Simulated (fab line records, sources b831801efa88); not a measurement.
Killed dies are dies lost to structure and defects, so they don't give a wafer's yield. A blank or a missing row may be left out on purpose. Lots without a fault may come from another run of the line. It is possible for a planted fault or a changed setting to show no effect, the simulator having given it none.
fab line records | flow gf180mcu
record lots=5 | wafers=15 | last_day=33
route steps=602 shown V5@559 TOP_METAL@567
lots with no fault: from the same line, run without faults
start_h: the number of hours between the record's first day and the start of the first shown wafer of the lot | wait_h: hours from the lot's prior step to this one | " the same as in the row above | L1.1+2: a row that stands for several wafers | - either no value or no given start | * or withheld: withheld | < > ~ a bound
route shown NAME@n: a module of which the file shows steps, and the number in the route of the first | usual: the fault-free wafers' mean and standard deviation | same: alike in all rows | chamber/n: place in a boat | sites: readings site by site | _std_site: their standard deviation | _edge_site: mean of outer sites minus mean of inner sites | radius_mm: for every site, how far away it sits from the centre of the wafer | mask NAME#n: copy n | behind: the last tool/chamber to shape the wafer | hold: what put the lot on hold/how long, in hours/how the hold closed | device: which transistor (n, p or np) failed to switch | end of line: the route-end tests of the same wafers | a step without rows: its recipe alone | killed: count of dies lost to structure and defects at first sort (not the wafer's yield) | map: the dies of a wafer, with x for killed, . for not killed, _ for no die there
set.NAME: setting as actually run; set.NAME@STEP: the setting as run at that earlier step | model.NAME: the simulator's own value behind a step, which no gauge read
lots seen at some steps along the route; tables by step, rows by wafer
services: a tool's chamber out of use, with start hour (start_h, from the record's first day; less than 0 if before it), hours out, and reason
## steps
# step GF_V5_STRIP_19
# recipe chemistry=post_etch_residue_remover | time_s=1200 | temp_c=72.5
lot.wafer  | tool         | chamber | start_h | wait_h
L078.1+4+5 | wet_bench-04 | 3       | 665.13  | 0.1
L080.2+3+5 | wet_bench-03 | 2       | 672.18  | 0.1
L085.3+5+6 | wet_bench-04 | 3       | 704.13  | 0.0
L088.1+5+6 | wet_bench-01 | 3       | 725.43  | 0.1
L093.1+5+6 | wet_bench-01 | 2       | 759.43  | 0.1
# step GF_V5_CLEAN_20
# recipe chemistry=DIW | dry=n2_spin
lot.wafer  | tool         | chamber | start_h | wait_h
L078.1+4+5 | wet_bench-03 | 1       | 665.47  | 0.0
L080.2+3+5 | wet_bench-01 | 0       | 672.52  | 0.0
L085.3+5+6 | wet_bench-01 | 3       | 704.88  | 0.0
L088.1+5+6 | wet_bench-04 | 0       | 725.77  | 0.0
L093.1+5+6 | wet_bench-03 | 1       | 759.77  | 0.0
# step GF_V5_SPUTTER_21
# recipe material=Ti | target_thk_nm=15 | chamber_pressure_pa=5 | power_w=2500 | substrate_temp_c=200 | time_s=80.02
# usual chamber_pressure_pa=4.997/0.011 | throttle_valve_pct=30.2/1.3
lot.wafer | tool           | chamber | start_h | wait_h | chamber_pressure_pa | throttle_valve_pct
L078.1    | pvd_sputter-03 | -       | 665.57  | 0.0    | 4.979               | 30.5
L078.4    | "              | -       | "       | "      | 4.999               | 30.0
L078.5    | "              | -       | "       | "      | 4.987               | 29.5
L080.2    | pvd_sputter-01 | -       | 672.62  | 0.0    | 5.004               | 31.9
L080.3    | "              | -       | "       | "      | 4.993               | 29.5
L080.5    | "              | -       | "       | "      | 4.991               | 29.6
L085.3    | pvd_sputter-02 | -       | 704.98  | 0.0    | 5.009               | 31.4
L085.5    | "              | -       | "       | "      | 4.976               | 30.6
L085.6    | "              | -       | "       | "      | 4.997               | 31.3
L088.1    | pvd_sputter-02 | -       | 725.86  | 0.0    | 4.989               | 30.8
L088.5    | "              | -       | "       | "      | 5.001               | 31.6
L088.6    | "              | -       | "       | "      | 5.006               | 28.1
L093.1    | pvd_sputter-01 | -       | 759.86  | 0.0    | 5.018               | 27.7
L093.5    | "              | -       | "       | "      | 4.981               | 30.9
L093.6    | "              | -       | "       | "      | 4.995               | 29.6
# step GF_V5_SPUTTER_22
# recipe material=TiN | target_thk_nm=10 | chamber_pressure_pa=5 | power_w=4000 | time_s=40
# usual chamber_pressure_pa=5.000/0.011 | throttle_valve_pct=30.2/1.3
lot.wafer | tool           | chamber | start_h | wait_h | chamber_pressure_pa | throttle_valve_pct
L078.1    | pvd_sputter-03 | -       | 665.63  | 0.0    | 4.998               | 30.5
L078.4    | "              | -       | "       | "      | 4.992               | 30.1
L078.5    | "              | -       | "       | "      | 4.999               | 29.4
L080.2    | pvd_sputter-01 | -       | 672.69  | 0.0    | 4.997               | 32.1
L080.3    | "              | -       | "       | "      | 5.003               | 29.6
L080.5    | "              | -       | "       | "      | 5.010               | 29.3
L085.3    | pvd_sputter-02 | -       | 705.04  | 0.0    | 4.991               | 31.1
L085.5    | "              | -       | "       | "      | 5.004               | 30.5
L085.6    | "              | -       | "       | "      | 5.003               | 31.2
L088.1    | pvd_sputter-02 | -       | 725.93  | 0.0    | 4.999               | 30.9
L088.5    | "              | -       | "       | "      | 4.994               | 31.4
L088.6    | "              | -       | "       | "      | 5.007               | 28.3
L093.1    | pvd_sputter-01 | -       | 759.93  | 0.0    | 4.991               | 27.7
L093.5    | "              | -       | "       | "      | 5.026               | 31.0
L093.6    | "              | -       | "       | "      | 5.009               | 29.7
# step GF_V5_CVD_23
# recipe material=W | target_thk_nm=350 | time_s=104.9 | temp_c=400 | pressure_torr=40
# usual heater_power_w=815/88
lot.wafer | tool     | chamber | start_h | wait_h | heater_power_w | since_wet_clean_h
L078.1    | cvd_w-02 | 1       | 665.67  | 0.0    | 843            | 262
L078.4    | "        | 1       | "       | "      | 820            | -
L078.5    | "        | 1       | "       | "      | 815            | -
L080.2    | cvd_w-02 | 0       | 672.72  | 0.0    | 707            | 269
L080.3    | "        | 1       | "       | "      | 827            | -
L080.5    | "        | 0       | "       | "      | 711            | -
L085.3    | cvd_w-02 | 1       | 705.11  | 0.1    | 838            | -
L085.5    | "        | 0       | "       | "      | 704            | -
L085.6    | "        | 1       | "       | "      | 849            | -
L088.1    | cvd_w-02 | 1       | 725.96  | 0.0    | 831            | 322
L088.5    | "        | 0       | "       | "      | 718            | -
L088.6    | "        | 1       | "       | "      | 845            | -
L093.1    | cvd_w-02 | 0       | 759.96  | 0.0    | 739            | 356
L093.5    | "        | 1       | "       | "      | 853            | -
L093.6    | "        | 0       | "       | "      | 734            | -
# step GF_V5_RS_MEAS_24
# recipe thk_meas_gauge=four-point-probe | reads=W_of_V5_CVD_23+TiN_of_V5_SPUTTER_22+Ti_of_V5_SPUTTER_21
# usual V5_W_RS=0.330/0.0036
lot.wafer | tool          | chamber | start_h | wait_h | V5_W_RS[ohm/sq]
L078.1    | film_metro-02 | -       | 665.78  | 0.1    | 0.326
L078.4    | "             | -       | "       | "      | 0.328
L078.5    | "             | -       | "       | "      | 0.325
L080.2    | film_metro-01 | -       | 672.86  | 0.1    | 0.331
L080.3    | "             | -       | "       | "      | 0.335
L080.5    | "             | -       | "       | "      | 0.337
L085.3    | film_metro-02 | -       | 705.23  | 0.1    | 0.326
L085.5    | "             | -       | "       | "      | 0.332
L085.6    | "             | -       | "       | "      | 0.326
L088.1    | film_metro-02 | -       | 726.08  | 0.1    | 0.327
L088.5    | "             | -       | "       | "      | 0.332
L088.6    | "             | -       | "       | "      | 0.329
L093.1    | film_metro-02 | -       | 760.08  | 0.1    | 0.328
L093.5    | "             | -       | "       | "      | 0.326
L093.6    | "             | -       | "       | "      | 0.327
# step GF_V5_THK_MEAS_25
# recipe thk_meas_gauge=xrf | reads=W_of_V5_CVD_23
# usual V5_W_THK=355/6.2
lot.wafer | tool          | chamber | start_h | wait_h | V5_W_THK[nm]
L078.1    | film_metro-02 | -       | 665.90  | 0.1    | 362
L078.4    | "             | -       | "       | "      | 359
L078.5    | "             | -       | "       | "      | 361
L080.2    | film_metro-01 | -       | 672.97  | 0.1    | 351
L080.3    | "             | -       | "       | "      | 348
L080.5    | "             | -       | "       | "      | 346
L085.3    | film_metro-02 | -       | 705.33  | 0.1    | 364
L085.5    | "             | -       | "       | "      | 354
L085.6    | "             | -       | "       | "      | 362
L088.1    | film_metro-02 | -       | 726.20  | 0.1    | 357
L088.5    | "             | -       | "       | "      | 354
L088.6    | "             | -       | "       | "      | 359
L093.1    | film_metro-02 | -       | 760.20  | 0.1    | 353
L093.5    | "             | -       | "       | "      | 359
L093.6    | "             | -       | "       | "      | 358
# step GF_V5_CMP_26
# recipe stop_on=SiO2 | down_force_psi=3.5 | platen_rpm=60 | t_overpolish_s=15 | target_thk_nm=0 | pad_velocity_m_s=0.94248
# usual head_pressure_psi=3.500/0.0087 | motor_current_A=9.8/1 | overpolish_run_s=15.000/0.0097 | time_to_endpoint_s=84.6/2.8
lot.wafer | tool   | chamber | start_h | wait_h | head_pressure_psi | motor_current_A | overpolish_run_s | time_to_endpoint_s
L078.4    | cmp-01 | 0       | 665.96  | 0.0    | 3.493             | 10.5            | 15.009           | 81.7
L078.1    | "      | 3       | "       | "      | 3.491             | 8.2             | 15.003           | 84.8
L078.5    | "      | 1       | "       | "      | 3.501             | 11.2            | 14.993           | 84.6
L080.3    | cmp-02 | 0       | 673.02  | 0.0    | 3.486             | 10.0            | 15.007           | 85.9
L080.2    | "      | 1       | "       | "      | 3.498             | 9.9             | 14.980           | 84.1
L080.5    | "      | 1       | "       | "      | 3.496             | 10.7            | 14.996           | 82.4
L085.3    | cmp-01 | 1       | 705.37  | 0.0    | 3.505             | 10.4            | 15.009           | 83.4
L085.5    | "      | 1       | "       | "      | 3.480             | 10.9            | 15.015           | 81.4
L085.6    | "      | 2       | "       | "      | 3.501             | 8.8             | 15.007           | 82.7
L088.1    | cmp-01 | 1       | 726.36  | 0.1    | 3.512             | 10.1            | 14.990           | 87.7
L088.5    | "      | 3       | "       | "      | 3.514             | 8.1             | 15.016           | 88.8
L088.6    | "      | 0       | "       | "      | 3.506             | 10.5            | 15.008           | 89.0
L093.1    | cmp-01 | 0       | 760.31  | 0.1    | 3.484             | 10.1            | 14.981           | 79.9
L093.5    | "      | 3       | "       | "      | 3.494             | 8.1             | 15.017           | 81.7
L093.6    | "      | 0       | "       | "      | 3.497             | 10.4            | 14.991           | 80.5
# step GF_TOP_METAL_SPUTTER_00
# recipe material=Ti | target_thk_nm=37.5 | arriving_ion_energy_ev=80 | substrate_temp_c=200 | chamber_pressure_pa=2 | power_w=4000 | time_s=150
# usual chamber_pressure_pa=2.000/0.0042 | throttle_valve_pct=29.8/1.5
lot.wafer | tool           | chamber | start_h | wait_h | chamber_pressure_pa | throttle_valve_pct
L078.1    | pvd_sputter-03 | -       | 666.26  | 0.1    | 2.009               | 29.6
L078.4    | "              | -       | "       | "      | 1.999               | 31.6
L078.5    | "              | -       | "       | "      | 2.002               | 30.6
L080.2    | pvd_sputter-04 | -       | 673.32  | 0.2    | 2.005               | 29.4
L080.3    | "              | -       | "       | "      | 2.001               | 27.2
L080.5    | "              | -       | "       | "      | 2.006               | 29.5
L085.3    | pvd_sputter-04 | -       | 705.67  | 0.2    | 1.996               | 30.3
L085.5    | "              | -       | "       | "      | 1.998               | 27.3
L085.6    | "              | -       | "       | "      | 2.001               | 29.5
L088.1    | pvd_sputter-01 | -       | 726.56  | 0.1    | 1.998               | 29.4
L088.5    | "              | -       | "       | "      | 1.994               | 29.5
L088.6    | "              | -       | "       | "      | 1.999               | 27.6
L093.1    | pvd_sputter-04 | -       | 760.56  | 0.2    | 2.004               | 30.1
L093.5    | "              | -       | "       | "      | 2.003               | 30.5
L093.6    | "              | -       | "       | "      | 1.998               | 29.4
## services
tool           | chamber | start_h | hours | kind
pvd_sputter-04 | -       | 660.01  | 0.6   | repair
pvd_sputter-01 | 3       | 666.02  | -     | consumable_replace:kit
pvd_sputter-01 | 3       | 666.02  | 18.0  | scheduled_down
pvd_sputter-01 | 3       | 666.02  | 18.0  | vent_cycle
pvd_sputter-03 | -       | 689.92  | 3.3   | repair
cmp-02         | -       | 699.20  | 5.5   | pm
pvd_sputter-01 | -       | 704.60  | 5.4   | repair
cmp-01         | -       | 711.21  | 2.0   | repair
pvd_sputter-04 | 0       | 718.11  | -     | consumable_replace:kit
pvd_sputter-04 | 0       | 718.11  | 18.0  | scheduled_down
pvd_sputter-04 | 0       | 718.11  | 18.0  | vent_cycle
cvd_w-02       | 1       | 734.27  | 4.1   | repair
pvd_sputter-02 | 1       | 735.07  | -     | consumable_replace:kit
pvd_sputter-02 | 1       | 735.07  | 18.0  | scheduled_down
pvd_sputter-02 | 1       | 735.07  | 18.0  | vent_cycle
wet_bench-03   | -       | 741.27  | 1.9   | pm
cmp-01         | -       | 744.23  | 4.0   | pm
cmp-01         | -       | 748.23  | -     | consumable_replace:conditioner
cmp-01         | -       | 748.23  | -     | consumable_replace:pad
pvd_sputter-01 | 2       | 751.29  | -     | consumable_replace:kit
pvd_sputter-01 | 2       | 751.29  | 18.0  | scheduled_down
pvd_sputter-01 | 2       | 751.29  | 18.0  | vent_cycle
pvd_sputter-04 | -       | 752.08  | 3.1   | repair
pvd_sputter-04 | -       | 756.77  | 1.8   | repair
## key
fault none
